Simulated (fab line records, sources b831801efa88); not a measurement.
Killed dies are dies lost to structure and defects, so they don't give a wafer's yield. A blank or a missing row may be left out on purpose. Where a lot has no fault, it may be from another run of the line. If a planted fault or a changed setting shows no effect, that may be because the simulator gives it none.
fab line records | flow sky130
record lots=12 | wafers=36 | last_day=52
route steps=708 shown SONOS_ONO@168 SD_P@330 SD_N@358 CONTACT@409
lots that met no fault: from a run of the same line without faults
start_h: hours from the record's opening day to when the first of the lot's shown wafers began | wait_h: how many hours have passed since the lot's step before this one | " repeats the value in the row above | L1.1+2: a single row standing in for several wafers | - either no value or no given start | * or withheld: withheld | < > ~ a bound
route shown NAME@n: NAME is a module with steps in the file, n the number in the route of the first one | usual: mean/standard deviation taken from wafers without a fault | same: alike in all rows | chamber/n: place in a boat | sites: the reading at each site | _std_site: the standard deviation of these | _edge_site: mean of outer sites minus mean of inner sites | radius_mm: how far each site lies from the wafer's centre | mask NAME#n: copy n | behind: the most recent tool/chamber to have shaped the wafer | hold: why the lot went on hold/how many hours it stayed there/how the hold came to an end | device: the transistor (n, p or np) that didn't switch | end of line: at the end of the route, the tests of the same wafers | where a step has no rows: the recipe by itself | killed: at the first sort, the dies lost to defects and structure; wafer yield is something else | map: shows each die of a wafer: x if killed, . if not, _ if none is there
set.NAME: the setting that was run; set.NAME@STEP: the one run at that earlier step | model.NAME: the simulator's own value behind a step, which no gauge read
route steps across a sampled set of lots; one table per step, one row per wafer
services: from which hour (start_h, from the record's first day; less than 0 if before it) a tool's chamber was out of use, for how many hours, and why
## steps
# step SKY_SONOS_ONO_OXIDATION_00
# recipe temp_c=800 | ambient=O2 | idle_temp_c=700 | ramp_up_c_per_min=10 | ramp_down_c_per_min=3 | stabilise_s=600 | purge_s=300 | target_thk_a=26 | ox_time_s=1249
# usual tube_center_temp_C=800/0.072 | zone_power_top_pct=25.9/0.45
lot.wafer | tool       | chamber | start_h | wait_h | tube_center_temp_C | zone_power_top_pct
L908.1    | furnace-01 | 0       | 201.91  | 0.0    | 799.99             | 25.4
L908.2    | "          | 0       | "       | "      | 800.04             | 25.8
L908.3    | "          | 0       | "       | "      | 799.98             | 25.4
L910.1    | furnace-01 | 0       | 218.75  | 5.8    | 800.08             | 25.5
L910.3    | "          | 0       | "       | "      | 800.11             | 26.1
L910.6    | "          | 0       | "       | "      | 799.89             | 25.6
L911.1    | furnace-01 | 0       | 225.69  | 6.9    | 799.8              | 25.3
L911.3    | "          | 0       | "       | "      | 800.03             | 25.7
L911.4    | "          | 0       | "       | "      | 800                | 25.9
L912.2    | furnace-01 | 0       | 225.69  | 0.5    | 800.13             | 25.3
L912.4    | "          | 0       | "       | "      | 800.05             | 25.3
L912.5    | "          | 0       | "       | "      | 799.98             | 25.4
L913.1    | furnace-01 | 0       | 235.56  | 7.5    | 800.17             | 25.7
L913.4    | "          | 0       | "       | "      | 799.95             | 25.6
L913.5    | "          | 0       | "       | "      | 799.97             | 25.2
L914.1    | furnace-01 | 0       | 235.56  | 0.3    | 800.01             | 25.5
L914.2    | "          | 0       | "       | "      | 800.07             | 25.6
L914.6    | "          | 0       | "       | "      | 799.97             | 25.9
L915.2    | furnace-01 | 0       | 247.96  | 6.5    | 800.03             | 25.7
L915.4    | "          | 0       | "       | "      | 800.03             | 25.8
L915.6    | "          | 0       | "       | "      | 800.07             | 25.8
L923.1    | furnace-02 | 0       | 294.78  | 1.7    | 800.09             | 26.6
L923.2    | "          | 0       | "       | "      | 800.03             | 27.0
L923.5    | "          | 0       | "       | "      | 800.06             | 26.8
L924.1    | furnace-01 | 0       | 304.06  | 0.0    | 799.97             | 25.6
L924.5    | "          | 0       | "       | "      | 800.15             | 26.0
L924.6    | "          | 0       | "       | "      | 799.91             | 25.5
L924.1    | furnace-02 | 0       | 306.46  | 1.1    | 799.97             | 26.4
L924.5    | "          | 0       | "       | "      | 799.97             | 26.2
L924.6    | "          | 0       | "       | "      | 799.91             | 26.9
L925.1    | furnace-01 | 0       | 309.23  | 3.0    | 799.91             | 25.9
L925.3    | "          | 0       | "       | "      | 799.89             | 26.3
L925.6    | "          | 0       | "       | "      | 799.97             | 25.6
L925.1    | furnace-01 | 0       | 312.09  | 1.5    | 799.83             | 25.3
L925.3    | "          | 0       | "       | "      | 799.95             | 25.6
L925.6    | "          | 0       | "       | "      | 800.06             | 25.9
L928.2    | furnace-02 | 0       | 521.18  | 0.0    | 799.92             | 26.5
L928.3    | "          | 0       | "       | "      | 800.02             | 26.8
L928.4    | "          | 0       | "       | "      | 799.98             | 26.7
L926.2    | furnace-01 | 0       | 521.64  | 0.0    | 800.03             | 25.4
L926.4    | "          | 0       | "       | "      | 800.04             | 26.1
L926.6    | "          | 0       | "       | "      | 799.95             | 25.8
# step SKY_SONOS_ONO_THK_MEAS_01
# recipe reads=SiO2_of_SONOS_ONO_OXIDATION_00
# usual SONOS_ONO_OXIDATION_THK=2.59/0.057
lot.wafer | tool          | chamber | start_h | wait_h | SONOS_ONO_OXIDATION_THK[nm]
L908.1    | film_metro-03 | -       | 203.25  | 0.0    | 2.64
L908.2    | "             | -       | "       | "      | 2.57
L908.3    | "             | -       | "       | "      | 2.59
L910.1    | film_metro-03 | -       | 220.09  | 0.0    | 2.58
L910.3    | "             | -       | "       | "      | 2.61
L910.6    | "             | -       | "       | "      | 2.55
L911.1    | film_metro-01 | -       | 227.04  | 0.0    | 2.61
L911.3    | "             | -       | "       | "      | 2.48
L911.4    | "             | -       | "       | "      | 2.56
L912.2    | film_metro-04 | -       | 227.05  | 0.0    | 2.51
L912.4    | "             | -       | "       | "      | 2.52
L912.5    | "             | -       | "       | "      | 2.53
L913.1    | film_metro-01 | -       | 236.90  | 0.0    | 2.50
L913.4    | "             | -       | "       | "      | 2.50
L913.5    | "             | -       | "       | "      | 2.47
L914.1    | film_metro-04 | -       | 236.90  | 0.0    | 2.58
L914.2    | "             | -       | "       | "      | 2.68
L914.6    | "             | -       | "       | "      | 2.59
L915.2    | film_metro-03 | -       | 249.31  | 0.0    | 2.59
L915.4    | "             | -       | "       | "      | 2.53
L915.6    | "             | -       | "       | "      | 2.58
L923.1    | film_metro-03 | -       | 296.13  | 0.0    | 2.63
L923.2    | "             | -       | "       | "      | 2.66
L923.5    | "             | -       | "       | "      | 2.66
L924.1    | film_metro-04 | -       | 307.81  | 0.0    | 4.44
L924.5    | "             | -       | "       | "      | 4.41
L924.6    | "             | -       | "       | "      | 4.36
L925.1    | film_metro-01 | -       | 313.44  | 0.0    | 4.21
L925.3    | "             | -       | "       | "      | 4.26
L925.6    | "             | -       | "       | "      | 4.23
L928.2    | film_metro-04 | -       | 522.54  | 0.0    | 2.61
L928.3    | "             | -       | "       | "      | 2.58
L928.4    | "             | -       | "       | "      | 2.62
L926.2    | film_metro-04 | -       | 523.00  | 0.0    | 2.58
L926.4    | "             | -       | "       | "      | 2.66
L926.6    | "             | -       | "       | "      | 2.64
# step SKY_SD_P_STRIP_10
# recipe chemistry=O2/N2 | power_w=1400 | pressure_mtorr=1500 | platen_temp_c=withheld | o2_flow_sccm=3000 | n2_flow_sccm=300 | overash_fraction=0.5
# usual drypump_motor_current_A=5.81/0.26 | oes_product_au=0.617/0.0049 | strip_time_to_endpoint_s=17.50/0.042
lot.wafer | tool            | chamber | start_h | wait_h | drypump_motor_current_A | oes_product_au | rf_hours_counter_h | strip_time_to_endpoint_s
L908.1    | plasma_asher-01 | 0       | 533.02  | 0.1    | 5.29                    | 0.615          | 41                 | 17.52
L908.2    | "               | 1       | "       | "      | 6.05                    | 0.615          | 41                 | 17.49
L908.3    | "               | 0       | "       | "      | 5.28                    | 0.610          | -                  | 17.50
L910.1    | plasma_asher-04 | 0       | 533.32  | 0.1    | 5.56                    | 0.617          | 86                 | 17.49
L910.3    | "               | 0       | "       | "      | 5.56                    | 0.619          | -                  | 17.52
L910.6    | "               | 1       | "       | "      | 5.90                    | 0.614          | -                  | 17.53
L911.1    | plasma_asher-01 | 0       | 535.57  | 0.1    | 5.23                    | 0.617          | 42                 | 17.54
L911.3    | "               | 1       | "       | "      | 6.09                    | 0.615          | -                  | 17.53
L911.4    | "               | 0       | "       | "      | 5.23                    | 0.627          | -                  | 17.52
L912.2    | plasma_asher-04 | 0       | 550.51  | 0.1    | 5.55                    | 0.615          | 88                 | 17.53
L912.4    | "               | 0       | "       | "      | 5.57                    | 0.615          | -                  | 17.52
L912.5    | "               | 1       | "       | "      | 5.84                    | 0.617          | -                  | 17.52
L914.1    | plasma_asher-02 | 1       | 562.69  | 0.1    | 5.95                    | 0.621          | 12                 | 17.52
L914.2    | "               | 0       | "       | "      | 5.96                    | 0.618          | 12                 | 17.50
L914.6    | "               | 0       | "       | "      | 5.98                    | 0.623          | -                  | 17.52
L913.1    | plasma_asher-02 | 0       | 563.94  | 0.1    | 5.96                    | 0.618          | 13                 | 17.46
L913.4    | "               | 0       | "       | "      | 5.94                    | 0.619          | -                  | 17.48
L913.5    | "               | 1       | "       | "      | 5.97                    | 0.623          | -                  | 17.46
L915.2    | plasma_asher-04 | 1       | 577.04  | 0.1    | 5.92                    | 0.615          | 91                 | 17.41
L915.4    | "               | 0       | "       | "      | 5.57                    | 0.628          | -                  | 17.46
L915.6    | "               | 1       | "       | "      | 5.92                    | 0.615          | -                  | 17.43
L923.1    | plasma_asher-04 | 1       | 626.09  | 0.1    | 5.87                    | 0.622          | 97                 | 17.49
L923.2    | "               | 0       | "       | "      | 5.54                    | 0.616          | 97                 | 17.46
L923.5    | "               | 0       | "       | "      | 5.55                    | 0.617          | -                  | 17.45
L924.1    | plasma_asher-04 | 1       | 640.34  | 0.1    | 5.91                    | 0.620          | 99                 | 17.40
L924.5    | "               | 1       | "       | "      | 5.88                    | 0.624          | -                  | 17.41
L924.6    | "               | 0       | "       | "      | 5.58                    | 0.611          | -                  | 17.39
L925.1    | plasma_asher-01 | 1       | 648.52  | 0.1    | 6.04                    | 0.620          | 46                 | 17.46
L925.3    | "               | 0       | "       | "      | 5.28                    | 0.606          | -                  | 17.46
L925.6    | "               | 1       | "       | "      | 6.02                    | 0.616          | -                  | 17.51
L928.2    | plasma_asher-01 | 1       | 843.79  | 0.1    | 6.03                    | 0.613          | 66                 | 17.51
L928.3    | "               | 0       | "       | "      | 5.24                    | 0.614          | -                  | 17.52
L928.4    | "               | 1       | "       | "      | 6.10                    | 0.614          | -                  | 17.55
L926.2    | plasma_asher-02 | 1       | 847.26  | 0.1    | 5.95                    | 0.615          | 41                 | 17.49
L926.4    | "               | 0       | "       | "      | 5.97                    | 0.617          | -                  | 17.50
L926.6    | "               | 0       | "       | "      | 5.96                    | 0.608          | -                  | 17.53
# step SKY_SD_N_RS_MEAS_16
# recipe thk_meas_gauge=four-point-probe
# usual SD_N_RS=68.43/0.11
lot.wafer | tool          | chamber | start_h | wait_h | SD_N_RS[ohm/sq]
L908.1    | film_metro-04 | -       | 591.11  | 0.1    | 68.28
L908.2    | "             | -       | "       | "      | 68.25
L908.3    | "             | -       | "       | "      | 68.28
L910.1    | film_metro-01 | -       | 591.62  | 0.1    | 68.43
L910.3    | "             | -       | "       | "      | 68.46
L910.6    | "             | -       | "       | "      | 68.43
L911.1    | film_metro-01 | -       | 594.14  | 0.1    | 68.23
L911.3    | "             | -       | "       | "      | 68.26
L911.4    | "             | -       | "       | "      | 68.26
L912.2    | film_metro-01 | -       | 608.76  | 0.1    | 68.44
L912.4    | "             | -       | "       | "      | 68.44
L912.5    | "             | -       | "       | "      | 68.60
L914.1    | film_metro-04 | -       | 618.68  | 0.1    | 68.34
L914.2    | "             | -       | "       | "      | 68.27
L914.6    | "             | -       | "       | "      | 68.33
L913.1    | film_metro-01 | -       | 621.18  | 0.1    | 68.33
L913.4    | "             | -       | "       | "      | 68.21
L913.5    | "             | -       | "       | "      | 68.56
L915.2    | film_metro-04 | -       | 633.30  | 0.1    | 68.27
L915.4    | "             | -       | "       | "      | 68.39
L915.6    | "             | -       | "       | "      | 68.38
L923.1    | film_metro-02 | -       | 685.32  | 0.1    | 68.55
L923.2    | "             | -       | "       | "      | 68.49
L923.5    | "             | -       | "       | "      | 68.30
L924.1    | film_metro-02 | -       | 698.08  | 0.1    | 68.61
L924.5    | "             | -       | "       | "      | 68.64
L924.6    | "             | -       | "       | "      | 68.46
L925.1    | film_metro-04 | -       | 704.17  | 0.1    | 68.35
L925.3    | "             | -       | "       | "      | 68.57
L925.6    | "             | -       | "       | "      | 68.31
L928.2    | film_metro-01 | -       | 896.85  | 0.1    | 68.46
L928.3    | "             | -       | "       | "      | 68.34
L928.4    | "             | -       | "       | "      | 68.35
L926.2    | film_metro-02 | -       | 900.95  | 0.1    | 68.51
L926.4    | "             | -       | "       | "      | 68.63
L926.6    | "             | -       | "       | "      | 68.50
# step SKY_CONTACT_THK_MEAS_03
# recipe reads=SiO2_of_CONTACT_HDPCVD_02
# usual CONTACT_HDPCVD_THK=563/6.3
lot.wafer | tool          | chamber | start_h | wait_h | CONTACT_HDPCVD_THK[nm]
L908.1    | film_metro-01 | -       | 652.47  | 0.0    | 564
L908.2    | "             | -       | "       | "      | 567
L908.3    | "             | -       | "       | "      | 574
L910.1    | film_metro-04 | -       | 654.88  | 0.0    | 571
L910.3    | "             | -       | "       | "      | 564
L910.6    | "             | -       | "       | "      | 572
L911.1    | film_metro-01 | -       | 656.04  | 0.0    | 560
L911.3    | "             | -       | "       | "      | 558
L911.4    | "             | -       | "       | "      | 565
L912.2    | film_metro-01 | -       | 670.55  | 0.0    | 567
L912.4    | "             | -       | "       | "      | 572
L912.5    | "             | -       | "       | "      | 555
L914.1    | film_metro-04 | -       | 678.99  | 0.0    | 564
L914.2    | "             | -       | "       | "      | 558
L914.6    | "             | -       | "       | "      | 558
L913.1    | film_metro-03 | -       | 681.53  | 0.0    | 569
L913.4    | "             | -       | "       | "      | 573
L913.5    | "             | -       | "       | "      | 561
L915.2    | film_metro-04 | -       | 694.44  | 0.0    | 550
L915.4    | "             | -       | "       | "      | 557
L915.6    | "             | -       | "       | "      | 559
L923.1    | film_metro-01 | -       | 745.81  | 0.0    | 563
L923.2    | "             | -       | "       | "      | 569
L923.5    | "             | -       | "       | "      | 561
L924.1    | film_metro-01 | -       | 759.71  | 0.0    | 563
L924.5    | "             | -       | "       | "      | 559
L924.6    | "             | -       | "       | "      | 565
L925.1    | film_metro-04 | -       | 765.02  | 0.0    | 568
L925.3    | "             | -       | "       | "      | 564
L925.6    | "             | -       | "       | "      | 562
L928.2    | film_metro-03 | -       | 951.45  | 0.0    | 560
L928.3    | "             | -       | "       | "      | 557
L928.4    | "             | -       | "       | "      | 573
L926.2    | film_metro-03 | -       | 955.48  | 0.0    | 564
L926.4    | "             | -       | "       | "      | 567
L926.6    | "             | -       | "       | "      | 555
## services
tool            | chamber | start_h | hours | kind
plasma_asher-01 | -       | 192.31  | 1.9   | repair
plasma_asher-04 | -       | 228.94  | 2.8   | pm
furnace-02      | -       | 260.69  | 4.1   | pm
furnace-01      | -       | 264.98  | 3.3   | pm
furnace-02      | -       | 267.75  | 2.7   | pm
furnace-01      | -       | 286.87  | 4.0   | pm
plasma_asher-01 | -       | 289.19  | 3.2   | repair
furnace-01      | -       | 295.03  | 1.1   | pm
plasma_asher-02 | -       | 297.63  | 0.9   | repair
plasma_asher-01 | -       | 309.74  | 2.8   | pm
plasma_asher-01 | -       | 325.94  | 1.8   | repair
plasma_asher-02 | -       | 337.01  | 1.3   | repair
plasma_asher-02 | -       | 352.14  | 0.8   | repair
furnace-02      | -       | 356.63  | 15.3  | pm
plasma_asher-01 | -       | 397.89  | 1.1   | repair
furnace-01      | -       | 406.71  | 4.4   | pm
furnace-01      | -       | 568.50  | 4.4   | pm
plasma_asher-01 | -       | 570.89  | 39.0  | repair
furnace-01      | -       | 575.21  | 3.5   | pm
furnace-01      | -       | 614.59  | 20.8  | pm
plasma_asher-01 | -       | 617.08  | 28.1  | pm
furnace-01      | -       | 650.18  | 16.2  | pm
plasma_asher-04 | -       | 733.75  | 9.0   | pm
furnace-01      | -       | 742.71  | 3.0   | pm
## key
first_sign step=SKY_SONOS_ONO_OXIDATION_00 | reading=visit | direction=added
effect step=SKY_SONOS_ONO_THK_MEAS_01 | reading=SONOS_ONO_OXIDATION_THK | direction=up | sigmas=30 | usual=2.59 | struck=4.32
met_at SKY_SONOS_ONO_OXIDATION_00
struck_lots L924,L925
tester_left_out L924,L925
not_acting_at SKY_SD_P_STRIP_10,SKY_SD_N_RS_MEAS_16,SKY_CONTACT_THK_MEAS_03
fault kind=repeated_step_whole | tool=furnace-01,furnace-02 | chamber=- | onset_h=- | steps=SKY_SONOS_ONO_OXIDATION_00 | times=1 | scope=struck_lots_only
# tester_left_out: of these lots the tester's yield and bins aren't shown, on N5 and GAA mostly nor the transistor test; their killed dies are dies lost to structure and defects alone, not to doping, threshold or leakage, so they don't give the yield
